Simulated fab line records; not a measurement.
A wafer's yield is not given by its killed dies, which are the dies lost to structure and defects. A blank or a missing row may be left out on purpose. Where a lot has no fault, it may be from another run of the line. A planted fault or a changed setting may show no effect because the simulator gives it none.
Which of the tools did it?    flow gf180mcu    6 lots with 18 wafers sampled at 3 steps, on a route of 602 steps

== WHAT THE GAUGES READ, wafer by wafer ==
GF_CONTACT_THK_MEAS_01.
lot   measured      on             CONTACT_CVD_00_THK (nm)
L580  day 16 17:16  film_metro-01  444 448 452
L584  day 18 03:04  film_metro-02  301 303 297
L590  day 20 13:17  film_metro-02  308 304 301
L592  day 21 05:28  film_metro-01  300 293 292
L595  day 22 05:55  film_metro-01  309 302 302
L599  day 23 15:18  film_metro-01  302 299 311

== TOOL THAT RAN EACH LOT (tool first, then ch and the chambers of the sampled wafers, then the start) ==
lot   GF_SALICIDE_RTA_06                GF_CONTACT_CVD_00
L580  rtp_anneal-02 ch 0, day 16 16:51  hdpcvd-02 ch 0,1,2, day 16 17:13
L584  rtp_anneal-01 ch 0, day 18 02:43  hdpcvd-01 ch 0,1,2, day 18 03:01
L590  rtp_anneal-01 ch 0, day 20 12:58  hdpcvd-01 ch 0,1, day 20 13:14
L592  rtp_anneal-02 ch 0, day 21 05:08  hdpcvd-02 ch 0,1,2, day 21 05:25
L595  rtp_anneal-02 ch 0, day 22 05:35  hdpcvd-02 ch 0,1,2, day 22 05:51
L599  rtp_anneal-02 ch 0, day 23 14:58  hdpcvd-01 ch 0,1,2, day 23 15:16
- GF_SALICIDE_RTA_06: time 30 s.
- GF_CONTACT_CVD_00: deposits SiO2, target thk 300 nm, time 50 s.

== THE ANSWER, worked out from the rows above alone ==
Rule: the usual values come from the lots themselves. The widest of any qualifying gaps counts: lots, ordered by their means at a reading, are off when they make up no more than a third of the lots, leave a main group of 4 or more, and stand apart from it by 3 or more times the standard deviation of that group's means. A main group is skipped when, at the precision printed for the reading in the tables above, its means are all equal. Also off: a lot with no number at a reading for which 4 or more lots have one. All remaining lots with rows at the step are treated as sound.
Off: L580, seen at GF_CONTACT_THK_MEAS_01 (CONTACT_CVD_00_THK). Mean 302 nm and standard deviation 3.6 in the main group.
If a tool, at a process step before that reading, ran all the lots that are off and no sound lot after the first of them, it fits. Those tools and the gauges at GF_CONTACT_THK_MEAS_01 are tried in the same way. None of those tried fits.

== WHAT THE SIMULATOR HAD PUT IN ==
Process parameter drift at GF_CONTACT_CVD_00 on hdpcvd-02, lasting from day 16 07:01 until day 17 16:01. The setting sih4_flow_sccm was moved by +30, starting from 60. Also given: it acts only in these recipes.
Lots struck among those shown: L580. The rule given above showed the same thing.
